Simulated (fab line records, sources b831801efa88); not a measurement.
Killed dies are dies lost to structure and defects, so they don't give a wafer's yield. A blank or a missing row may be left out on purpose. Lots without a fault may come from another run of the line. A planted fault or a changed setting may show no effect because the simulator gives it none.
A struck lot beside a sound one | flow sfq_line | 42 steps out of a route of 325
Sound: wafers L883.3, L883.4, L883.5. Struck: wafer L892.4. (L892.3, L892.5 of the same lot were not struck and are left out.) The cause comes at the end.
At each step with rows: each side's tool, then ch and its chambers, then its first start. Under that, the readings that differ: sound wafers | struck wafers | difference of the means | sigmas: that difference in standard deviations of wafers without a fault.
alike: readings whose means differ by less than 2 such deviations, and words and numbers that are the same on both sides. not compared: withheld readings, readings that some wafer has no value for, bounds like >300 that may hide the same value, and numbers for which the record gives no deviation and whose values overlap.
The two part at a step that has a row with sigmas, a row that says differs or no value, or rows on one side only. Numbers that don't overlap but have no deviation are shown without sigmas and don't part them. A reading that every wafer of one side lacks parts them only if that side has two wafers or more.

first, 6 steps without rows for these wafers: SFQ_TRILAYER_I0_VIA_LITHO_COAT_036 (resist thk 62 nm); SFQ_TRILAYER_I0_VIA_LITHO_COAT_031 (resist thk 650 nm); SFQ_TRILAYER_I0_VIA_LITHO_SOFTBAKE_035; SFQ_TRILAYER_I0_VIA_LITHO_EXPOSE_032 (exposes mask I0, target cd 500 nm); SFQ_TRILAYER_I0_VIA_LITHO_PEB_034 (peb time 60 s); SFQ_TRILAYER_I0_VIA_LITHO_DEVELOP_033 (time 60 s).
SFQ_I0_OVL_MEAS_908:
  sound on overlay-01, day 9 14:55; struck on overlay-02, day 12 01:49
  alike: I0_OVL
then, 1 step without rows for these wafers: SFQ_TRILAYER_I0_VIA_BARC_OPEN_VIA_ETCH_046 (etches BARC in O2, target depth 125 nm, time 41.7 s).
SFQ_TRILAYER_I0_VIA_ETCH_VIA_ETCH_034: etches SiO2 in CHF3, stops on Nb, target depth 260 nm.
  sound on rie_diel-02 ch 0,1,3, day 9 14:59; struck on rie_diel-03 ch 3, day 12 01:53
  reading                     | sound       | struck | difference | sigmas
  drypump_motor_current_A (A) | 6.1 5.9 5.6 | 5.0    | -0.9       | -3
  alike: oes_product_au, rf_fwd_power_W
then, 3 steps without rows for these wafers: SFQ_TRILAYER_I0_VIA_STRIP_STRIP_035 (strips in O2); SFQ_TRILAYER_I0_VIA_STRIP_SOLV_CLEAN_036 (cleans in NMP, time 600 s); SFQ_TRILAYER_M1_DEP_PRE_CLEAN_038 (time 22.5 s).
SFQ_TRILAYER_M1_DEP_SPUTTER_037: material Nb, target thk 200 nm, time 133.3 s.
  sound on pvd_sputter-06, day 9 15:55; struck on pvd_sputter-04, day 12 02:47
  reading                                             | sound             | struck | difference | sigmas
  model.Nb_of_TRILAYER_M1_DEP_SPUTTER_037.thk_nm (nm) | 199.6 198.1 198.2 | 183.5  | -15.1      |
  alike: resputter_cathode_voltage_v, throttle_valve_pct
SFQ_M1_RS_MEAS_909: measures by four-point-probe.
  sound on film_metro-04, day 9 16:02; struck on film_metro-04, day 12 03:31
  reading           | sound             | struck | difference | sigmas
  M1_NB_RS (ohm/sq) | 0.891 0.895 0.897 | 0.971  | +0.077     | +7
then, 6 steps without rows for these wafers: SFQ_TRILAYER_M1_LITHO_COAT_044 (resist thk 62 nm); SFQ_TRILAYER_M1_LITHO_COAT_039 (resist thk 600 nm); SFQ_TRILAYER_M1_LITHO_SOFTBAKE_043; SFQ_TRILAYER_M1_LITHO_EXPOSE_040 (exposes mask M1, target cd 500 nm); SFQ_TRILAYER_M1_LITHO_PEB_042 (peb time 60 s); SFQ_TRILAYER_M1_LITHO_DEVELOP_041 (time 60 s).
-- the record jumps here: 4 days lie between the struck wafers' starts before and after --
SFQ_M1_OVL_MEAS_911:
  sound on overlay-01, day 13 03:34; struck on overlay-01, day 16 05:55
  alike: M1_OVL
SFQ_TRILAYER_M1_BARC_OPEN_METAL_ETCH_054: etches BARC in O2, target depth 125 nm, time 41.7 s.
  sound on rie_metal-02 ch 0,1, day 13 03:36; struck on rie_metal-04 ch 1, day 16 05:58
  alike: drypump_motor_current_A, oes_product_au, rf_fwd_power_W
  not compared: rf_hours_counter_h
SFQ_TRILAYER_M1_ETCH_METAL_ETCH_042: etches Nb in Cl2/Ar, stops on SiO2, target depth 240 nm, time 120 s.
  sound on rie_metal-02 ch 0,1, day 13 03:41; struck on rie_metal-04 ch 1, day 16 06:02
  reading               | sound             | struck | difference | sigmas
  oes_product_au (a.u.) | 0.896 0.889 0.884 | 0.844  | -0.046     | -7
  alike: drypump_motor_current_A, rf_fwd_power_W
  not compared: rf_hours_counter_h
then, 4 steps without rows for these wafers: SFQ_TRILAYER_M1_STRIP_STRIP_043 (strips in O2); SFQ_TRILAYER_M1_STRIP_SOLV_CLEAN_044 (cleans in NMP, time 600 s); SFQ_TRILAYER_I1_DEP_PECVD_045 (deposits SiO2 from SiH4/N2O, time 111.11 s, target thk 500 nm); SFQ_TRILAYER_I1_CMP_CMP_046 (polishes SiO2).
SFQ_I1_BOW_MEAS_912:
  sound on film_metro-03, day 13 08:07; struck on film_metro-02, day 16 11:55
  alike: I1_BOW
then, 7 steps without rows for these wafers: SFQ_TRILAYER_I1_METRO_MEASURE_047; SFQ_TRILAYER_I1_VIA_LITHO_COAT_054 (resist thk 62 nm); SFQ_TRILAYER_I1_VIA_LITHO_COAT_049 (resist thk 650 nm); SFQ_TRILAYER_I1_VIA_LITHO_SOFTBAKE_053; SFQ_TRILAYER_I1_VIA_LITHO_EXPOSE_050 (exposes mask I1, target cd 500 nm); SFQ_TRILAYER_I1_VIA_LITHO_PEB_052 (peb time 60 s); SFQ_TRILAYER_I1_VIA_LITHO_DEVELOP_051 (time 60 s).
-- the record jumps here: 5 days lie between the struck wafers' starts before and after --
SFQ_I1_OVL_MEAS_913:
  sound on overlay-02, day 17 18:45; struck on overlay-02, day 21 08:57
  alike: I1_OVL
SFQ_TRILAYER_I1_VIA_BARC_OPEN_VIA_ETCH_071: etches BARC in O2, target depth 125 nm, time 41.7 s.
  sound on rie_diel-01 ch 0,2, day 17 18:46; struck on rie_diel-01 ch 2, day 21 08:58
  reading               | sound             | struck | difference | sigmas
  oes_product_au (a.u.) | 0.686 0.678 0.685 | 0.671  | -0.012     | -3
  alike: drypump_motor_current_A, rf_fwd_power_W
  not compared: rf_hours_counter_h
SFQ_TRILAYER_I1_VIA_ETCH_VIA_ETCH_052: etches SiO2 in CHF3, stops on Nb, target depth 260 nm.
  sound on rie_diel-01 ch 0,2, day 17 18:49; struck on rie_diel-01 ch 2, day 21 09:01
  alike: drypump_motor_current_A, oes_product_au, rf_fwd_power_W
SFQ_TRILAYER_I1_VIA_STRIP_STRIP_053: strips in O2.
  sound on rie_metal-02 ch 0,1, day 17 19:07; struck on rie_metal-02 ch 0, day 21 09:19
  alike: drypump_motor_current_A, oes_product_au
  not compared: rf_hours_counter_h
then, 2 steps without rows for these wafers: SFQ_TRILAYER_I1_VIA_STRIP_SOLV_CLEAN_054 (cleans in NMP, time 600 s); SFQ_TRILAYER_M2_DEP_PRE_CLEAN_056 (time 22.5 s).
-- the record jumps here: 66 days lie between the struck wafers' starts before and after --
SFQ_M8_BOW_MEAS_951:
  sound on film_metro-03, day 86 06:53; struck on film_metro-03, day 87 14:22
  reading                 | sound                | struck | difference | sigmas
  model.etest.m1.ohm_um   | 1.797 1.799 1.817    | 1.935  | +0.131     |
  model.etest.i0.link_ohm | 1.965 1.974 1.979    | 2.067  | +0.094     |
  model.etest.m1.ohm_sq   | 0.8917 0.8982 0.8979 | 0.97   | +0.07      |
  model.etest.i1.link_ohm | 1.971 1.98 1.982     | 2.03   | +0.05      |
  alike: M8_BOW

WHERE THEY PART
First at SFQ_TRILAYER_I0_VIA_ETCH_VIA_ETCH_034; last, within this record, at SFQ_TRILAYER_I1_VIA_BARC_OPEN_VIA_ETCH_071. Later steps at which nothing parts them and some readings are alike: SFQ_TRILAYER_I1_VIA_ETCH_VIA_ETCH_052, SFQ_TRILAYER_I1_VIA_STRIP_STRIP_053, SFQ_M8_BOW_MEAS_951.

WHY: what the simulator had put in
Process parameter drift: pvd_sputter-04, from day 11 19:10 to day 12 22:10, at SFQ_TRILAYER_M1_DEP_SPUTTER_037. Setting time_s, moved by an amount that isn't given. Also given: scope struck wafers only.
